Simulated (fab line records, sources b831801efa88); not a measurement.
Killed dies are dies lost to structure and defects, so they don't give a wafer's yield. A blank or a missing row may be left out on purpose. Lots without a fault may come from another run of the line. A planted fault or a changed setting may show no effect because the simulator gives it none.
One fault seen from 2 desks | flow sky130 | each desk has only its own numbers; what lay behind them comes last

THE METROLOGY DESK
What the gauges read, lot by lot, whatever tool the lot ran on: means of the sampled wafers that have a number. A lot is out of limits, marked OUT, if its mean lies more than 4 standard deviations from the usual mean; the brackets give that distance.
Columns: A = VIA4_OVL at SKY_VIA4_OVL_MEAS_11, usual -0.6 nm; B = VIA4_W_RS at SKY_VIA4_RS_MEAS_19, usual 0.2284 ohm/sq; C = VIA4_W_THK at SKY_VIA4_THK_MEAS_20, usual 503 nm; D = METAL5_ALCU_RS at SKY_METAL5_RS_MEAS_05, usual 0.02714 ohm/sq; E = METAL5_ALCU_THK at SKY_METAL5_THK_MEAS_06, usual 1147 nm
lot  | first seen here | A    | B      | C   | D       | E
L589 | day 43 01:07    | 0.4  | 0.2258 | 506 | 0.02751 | 1128
L593 | day 44 02:35    | -0.9 | 0.2290 | 506 | 0.02702 | 1149
L595 | day 45 02:17    | -0.9 | 0.2260 | 510 | 0.02757 | 1128
L596 | day 45 03:19    | -0.6 | 0.2304 | 500 | 0.02703 | 1149
L608 | day 47 20:24    | -0.7 | 0.2300 | 497 | 0.02680 | 1172
This desk's finding: nothing out of limits on any of the 5 lots.

THE TOOL OWNER'S DESK: cmp-02
The tool's own readings at SKY_VIA4_CMP_21 (polishes, stops on SiO2, t overpolish 25 s, target thk 0 nm): means of the sampled wafers that have a number, for each lot that ran on this tool. A lot is out of limits, marked OUT, if its mean lies more than 4 standard deviations from the usual mean; the brackets give that distance.
Columns: A = motor_current_A at SKY_VIA4_CMP_21, usual 11.4 A; B = overpolish_run_s at SKY_VIA4_CMP_21, usual 25.001 s; C = time_to_endpoint_s at SKY_VIA4_CMP_21, usual 120 s
lot  | first seen here | A    | B      | C
L595 | day 45 03:37    | 10.9 | 24.998 | 119
L596 | day 45 04:35    | 11.5 | 25.006 | 119
L608 | day 47 21:39    | 11.8 | 24.995 | 106
This desk's finding: nothing out of limits on any of the 3 lots.

PUT TOGETHER
The metrology desk saw nothing out of limits.
The tool owner's desk saw nothing out of limits.

WHAT THE SIMULATOR HAD PUT IN
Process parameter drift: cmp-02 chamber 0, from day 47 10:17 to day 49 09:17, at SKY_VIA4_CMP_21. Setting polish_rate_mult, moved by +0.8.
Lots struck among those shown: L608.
